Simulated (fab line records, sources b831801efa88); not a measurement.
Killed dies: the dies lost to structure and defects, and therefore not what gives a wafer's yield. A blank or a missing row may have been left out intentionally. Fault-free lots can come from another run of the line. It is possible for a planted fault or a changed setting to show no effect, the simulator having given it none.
What tool caused it? + flow gf180mcu + 24 lots, 72 wafers sampled, at 5 steps of a route of 602

WHAT THE GAUGES SHOWED, per wafer
GF_M2_RS_MEAS_05: measures by four-point-probe.
| lot  | measured     | on            | M2_ALCU_RS (ohm/sq)  |
|------|--------------|---------------|----------------------|
| L074 | day 18 03:22 | film-metro-02 | 0.0698 0.0694 0.0696 |
| L075 | day 18 11:14 | film-metro-04 | 0.0692 0.0690 0.0686 |
| L076 | day 19 02:56 | film-metro-04 | 0.0695 0.0694 0.0692 |
| L077 | day 19 08:01 | film-metro-02 | 0.0694 0.0689 0.0689 |
| L078 | day 19 18:35 | film-metro-04 | 0.0684 0.0688 0.0681 |
| L079 | day 20 05:41 | film-metro-02 | 0.0685 0.0684 0.0689 |
| L080 | day 20 08:11 | film-metro-03 | 0.0682 0.0683 0.0677 |
| L081 | day 21 02:39 | film-metro-04 | 0.0690 0.0686 0.0691 |
| L082 | day 21 04:53 | film-metro-02 | 0.0690 0.0696 0.0690 |
| L083 | day 21 12:31 | film-metro-02 | 0.0692 0.0695 0.0699 |
| L084 | day 22 03:28 | film-metro-04 | 0.0686 0.0688 0.0691 |
| L085 | day 22 12:14 | film-metro-03 | 0.0690 0.0692 0.0695 |
| L086 | day 22 18:01 | film-metro-03 | 0.0684 0.0683 0.0685 |
| L087 | day 22 21:22 | film-metro-03 | 0.0696 0.0696 0.0702 |
| L088 | day 23 10:52 | film-metro-04 | 0.0691 0.0691 0.0689 |
| L089 | day 23 18:17 | film-metro-02 | 0.0696 0.0685 0.0688 |
| L090 | day 24 03:40 | film-metro-02 | 0.0685 0.0685 0.0687 |
| L091 | day 24 09:32 | film-metro-04 | 0.0695 0.0696 0.0693 |
| L092 | day 24 16:47 | film-metro-02 | 0.0694 0.0698 0.0689 |
| L093 | day 24 23:26 | film-metro-02 | 0.0686 0.0699 0.0689 |
| L094 | day 25 10:43 | film-metro-03 | 0.0704 0.0703 0.0690 |
| L095 | day 25 13:11 | film-metro-02 | 0.0692 0.0697 0.0688 |
| L096 | day 25 20:55 | film-metro-02 | 0.0690 0.0682 0.0694 |
| L097 | day 26 13:23 | film-metro-03 | 0.0694 0.0690 0.0692 |

GF_V2_THK_MEAS_03.
| lot  | measured     | on            | V2_CVD_02_THK (nm) |
|------|--------------|---------------|--------------------|
| L074 | day 19 04:04 | film-metro-04 | 841 840 859        |
| L075 | day 19 12:55 | film-metro-01 | 859 861 866        |
| L076 | day 20 05:02 | film-metro-04 | 858 851 874        |
| L077 | day 20 09:46 | film-metro-04 | 830 829 852        |
| L078 | day 20 20:19 | film-metro-03 | 837 839 863        |
| L079 | day 21 06:25 | film-metro-04 | 856 856 861        |
| L080 | day 21 08:49 | film-metro-04 | 855 847 858        |
| L081 | day 22 03:16 | film-metro-04 | 852 864 856        |
| L082 | day 22 05:47 | film-metro-01 | 853 866 880        |
| L083 | day 22 12:57 | film-metro-04 | 852 863 857        |
| L084 | day 23 03:17 | film-metro-03 | 848 855 859        |
| L085 | day 23 11:44 | film-metro-03 | 853 859 861        |
| L086 | day 23 17:47 | film-metro-01 | 843 856 847        |
| L087 | day 23 21:02 | film-metro-04 | 855 862 845        |
| L088 | day 24 10:46 | film-metro-01 | 869 857 850        |
| L089 | day 24 17:50 | film-metro-03 | 851 835 864        |
| L090 | day 25 02:58 | film-metro-03 | 857 836 846        |
| L091 | day 25 07:56 | film-metro-01 | 862 847 866        |
| L092 | day 25 14:40 | film-metro-01 | 838 849 869        |
| L093 | day 25 21:41 | film-metro-01 | 835 836 844        |
| L094 | day 26 07:49 | film-metro-04 | 836 849 843        |
| L095 | day 26 11:40 | film-metro-03 | 851 863 862        |
| L096 | day 26 18:26 | film-metro-03 | 859 848 863        |
| L097 | day 27 10:25 | film-metro-04 | 851 842 851        |

EACH LOT AND THE TOOL THAT RAN IT (in order: tool; ch and the chambers of the sampled wafers; start)
| lot  | GF_M1_SPUTTER_02             | GF_M1_SPUTTER_03             | GF_M1_STRIP_17                       |
|------|------------------------------|------------------------------|--------------------------------------|
| L074 | pvd-sputter-01, day 16 02:41 | pvd-sputter-01, day 16 02:43 | plasma-asher-02 ch 0,1, day 17 01:00 |
| L075 | pvd-sputter-01, day 16 09:26 | pvd-sputter-01, day 16 09:28 | plasma-asher-03 ch 0,1, day 17 08:38 |
| L076 | pvd-sputter-03, day 16 23:55 | pvd-sputter-03, day 16 23:56 | plasma-asher-03 ch 0,1, day 17 23:56 |
| L077 | pvd-sputter-01, day 17 05:17 | pvd-sputter-01, day 17 05:19 | plasma-asher-01 ch 0,1, day 18 04:53 |
| L078 | pvd-sputter-03, day 17 14:59 | pvd-sputter-03, day 17 15:01 | plasma-asher-03 ch 0,1, day 18 15:11 |
| L079 | pvd-sputter-03, day 18 01:47 | pvd-sputter-03, day 18 01:49 | plasma-asher-02 ch 0,1, day 19 02:14 |
| L080 | pvd-sputter-03, day 18 03:53 | pvd-sputter-03, day 18 03:55 | plasma-asher-03 ch 0,1, day 19 04:16 |
| L081 | pvd-sputter-03, day 18 22:55 | pvd-sputter-03, day 18 22:57 | plasma-asher-01 ch 0,1, day 19 23:44 |
| L082 | pvd-sputter-02, day 19 01:34 | pvd-sputter-02, day 19 01:36 | plasma-asher-03 ch 0,1, day 20 01:56 |
| L083 | pvd-sputter-02, day 19 08:49 | pvd-sputter-02, day 19 08:51 | plasma-asher-02 ch 0,1, day 20 09:43 |
| L084 | pvd-sputter-02, day 20 00:32 | pvd-sputter-02, day 20 00:34 | plasma-asher-03 ch 0,1, day 21 00:37 |
| L085 | pvd-sputter-02, day 20 09:47 | pvd-sputter-02, day 20 09:49 | plasma-asher-01 ch 0,1, day 21 10:07 |
| L086 | pvd-sputter-01, day 20 15:46 | pvd-sputter-01, day 20 15:48 | plasma-asher-03 ch 0,1, day 21 15:43 |
| L087 | pvd-sputter-03, day 20 18:56 | pvd-sputter-03, day 20 18:58 | plasma-asher-01 ch 0,1, day 21 19:05 |
| L088 | pvd-sputter-02, day 21 09:04 | pvd-sputter-02, day 21 09:06 | plasma-asher-02 ch 0,1, day 22 08:53 |
| L089 | pvd-sputter-02, day 21 16:46 | pvd-sputter-02, day 21 16:48 | plasma-asher-02 ch 0,1, day 22 16:55 |
| L090 | pvd-sputter-01, day 22 03:18 | pvd-sputter-01, day 22 03:20 | plasma-asher-02 ch 0,1, day 23 02:20 |
| L091 | pvd-sputter-01, day 22 08:52 | pvd-sputter-01, day 22 08:53 | plasma-asher-02 ch 0,1, day 23 08:08 |
| L092 | pvd-sputter-02, day 22 15:43 | pvd-sputter-02, day 22 15:45 | plasma-asher-02 ch 0,1, day 23 15:23 |
| L093 | pvd-sputter-02, day 23 00:10 | pvd-sputter-02, day 23 00:12 | plasma-asher-03 ch 0,1, day 23 23:01 |
| L094 | pvd-sputter-02, day 23 11:11 | pvd-sputter-02, day 23 11:13 | plasma-asher-03 ch 0,1, day 24 10:20 |
| L095 | pvd-sputter-03, day 23 14:34 | pvd-sputter-03, day 23 14:36 | plasma-asher-03 ch 0,1, day 24 12:59 |
| L096 | pvd-sputter-01, day 23 22:06 | pvd-sputter-01, day 23 22:08 | plasma-asher-02 ch 0, day 24 20:26   |
| L097 | pvd-sputter-01, day 24 14:55 | pvd-sputter-01, day 24 14:57 | plasma-asher-02 ch 0,1, day 25 13:20 |
- GF_M1_SPUTTER_02: material AlCu, target thk 450 nm, time 23.9 s.
- GF_M1_SPUTTER_03: material Ti, target thk 10 nm, time 6.7 s.
- GF_M1_STRIP_17: strips in O2/N2.

WHAT THE TOOLS THEMSELVES READ (means of the sampled wafers that have a number; where no wafer has one, the mark that the record gives instead)
GF_M1_SPUTTER_02.
| lot  | tool           | throttle-valve-pct (%) |
|------|----------------|------------------------|
| L074 | pvd-sputter-01 | 30.0                   |
| L075 | pvd-sputter-01 | 30.7                   |
| L076 | pvd-sputter-03 | 30.9                   |
| L077 | pvd-sputter-01 | 29.5                   |
| L078 | pvd-sputter-03 | 28.8                   |
| L079 | pvd-sputter-03 | 30.7                   |
| L080 | pvd-sputter-03 | 30.7                   |
| L081 | pvd-sputter-03 | 30.6                   |
| L082 | pvd-sputter-02 | 29.9                   |
| L083 | pvd-sputter-02 | 29.2                   |
| L084 | pvd-sputter-02 | 29.3                   |
| L085 | pvd-sputter-02 | 29.7                   |
| L086 | pvd-sputter-01 | 30.7                   |
| L087 | pvd-sputter-03 | 29.1                   |
| L088 | pvd-sputter-02 | 29.9                   |
| L089 | pvd-sputter-02 | 30.0                   |
| L090 | pvd-sputter-01 | 30.6                   |
| L091 | pvd-sputter-01 | 29.1                   |
| L092 | pvd-sputter-02 | 30.6                   |
| L093 | pvd-sputter-02 | 28.6                   |
| L094 | pvd-sputter-02 | 30.1                   |
| L095 | pvd-sputter-03 | 30.1                   |
| L096 | pvd-sputter-01 | 29.5                   |
| L097 | pvd-sputter-01 | 31.3                   |

GF_M1_SPUTTER_03.
| lot  | tool           | throttle-valve-pct (%) |
|------|----------------|------------------------|
| L074 | pvd-sputter-01 | 29.7                   |
| L075 | pvd-sputter-01 | 30.9                   |
| L076 | pvd-sputter-03 | 30.8                   |
| L077 | pvd-sputter-01 | 29.6                   |
| L078 | pvd-sputter-03 | 28.9                   |
| L079 | pvd-sputter-03 | 30.5                   |
| L080 | pvd-sputter-03 | 30.6                   |
| L081 | pvd-sputter-03 | 30.7                   |
| L082 | pvd-sputter-02 | 29.9                   |
| L083 | pvd-sputter-02 | 29.3                   |
| L084 | pvd-sputter-02 | 29.2                   |
| L085 | pvd-sputter-02 | 29.7                   |
| L086 | pvd-sputter-01 | 30.5                   |
| L087 | pvd-sputter-03 | 29.0                   |
| L088 | pvd-sputter-02 | 29.7                   |
| L089 | pvd-sputter-02 | 30.3                   |
| L090 | pvd-sputter-01 | 30.8                   |
| L091 | pvd-sputter-01 | 29.2                   |
| L092 | pvd-sputter-02 | 30.6                   |
| L093 | pvd-sputter-02 | 28.5                   |
| L094 | pvd-sputter-02 | 30.0                   |
| L095 | pvd-sputter-03 | 30.1                   |
| L096 | pvd-sputter-01 | 29.5                   |
| L097 | pvd-sputter-01 | 31.4                   |

GF_M1_STRIP_17.
| lot  | tool            | drypump-motor-current-A (A) | heater-power-w (W) | oes-product-au (a.u.) | strip-time-to-endpoint-s (s) |
|------|-----------------|-----------------------------|--------------------|-----------------------|------------------------------|
| L074 | plasma-asher-02 | 5.0                         | 313                | 0.539                 | 7.40                         |
| L075 | plasma-asher-03 | 6.3                         | 285                | 0.537                 | 7.38                         |
| L076 | plasma-asher-03 | 6.3                         | 283                | 0.533                 | 7.41                         |
| L077 | plasma-asher-01 | 6.1                         | 316                | 0.536                 | 7.34                         |
| L078 | plasma-asher-03 | 6.1                         | 297                | 0.541                 | 7.37                         |
| L079 | plasma-asher-02 | 5.1                         | 303                | 0.542                 | 7.43                         |
| L080 | plasma-asher-03 | 6.3                         | 280                | 0.547                 | 7.41                         |
| L081 | plasma-asher-01 | 6.1                         | 317                | 0.539                 | 7.40                         |
| L082 | plasma-asher-03 | 6.3                         | 288                | 0.533                 | 7.36                         |
| L083 | plasma-asher-02 | 5.1                         | 306                | 0.541                 | 7.41                         |
| L084 | plasma-asher-03 | 6.3                         | 283                | 0.538                 | 7.37                         |
| L085 | plasma-asher-01 | 6.1                         | 306                | 0.539                 | 7.37                         |
| L086 | plasma-asher-03 | 6.1                         | 296                | 0.534                 | 7.36                         |
| L087 | plasma-asher-01 | 6.1                         | 308                | 0.535                 | 7.36                         |
| L088 | plasma-asher-02 | 5.0                         | 315                | 0.540                 | 7.36                         |
| L089 | plasma-asher-02 | 5.1                         | 307                | 0.534                 | 7.32                         |
| L090 | plasma-asher-02 | 5.0                         | 314                | 0.539                 | 7.36                         |
| L091 | plasma-asher-02 | 5.1                         | 302                | 0.533                 | 7.32                         |
| L092 | plasma-asher-02 | 5.2                         | 309                | 0.542                 | 7.43                         |
| L093 | plasma-asher-03 | 6.3                         | 284                | 0.536                 | 7.39                         |
| L094 | plasma-asher-03 | 6.1                         | 295                | 0.538                 | 7.36                         |
| L095 | plasma-asher-03 | 6.1                         | 293                | 0.543                 | 7.46                         |
| L096 | plasma-asher-02 | 5.2                         | 299                | 0.534                 | 7.38                         |
| L097 | plasma-asher-02 | 5.0                         | 312                | 0.541                 | 7.33                         |

THE ANSWER, worked out from the rows above alone
Rule: the lots themselves supply what counts as usual. Put in order of their means at a reading, lots are off if they are a third of the lots or fewer, leave a main group of 4 or more, and stand apart from it by a gap of 3 or more times the standard deviation of the main group's means; of several such gaps the widest counts. A main group whose means are all the same, to the digits that the tables above print for the reading, isn't used. A lot without any number at a reading at which 4 lots or more have one is off too. Where the step has rows for the other lots, those lots are counted as sound. After the gauges, taken in route order, come the tools' own readings; for these a lot's mean is taken, as printed above. At the first step where some lot is off, the reading lying furthest off is the one used; lots without a number count as furthest.
None of the lots is off at any reading shown; this tells nothing.

WHAT THE SIMULATOR HAD PUT IN
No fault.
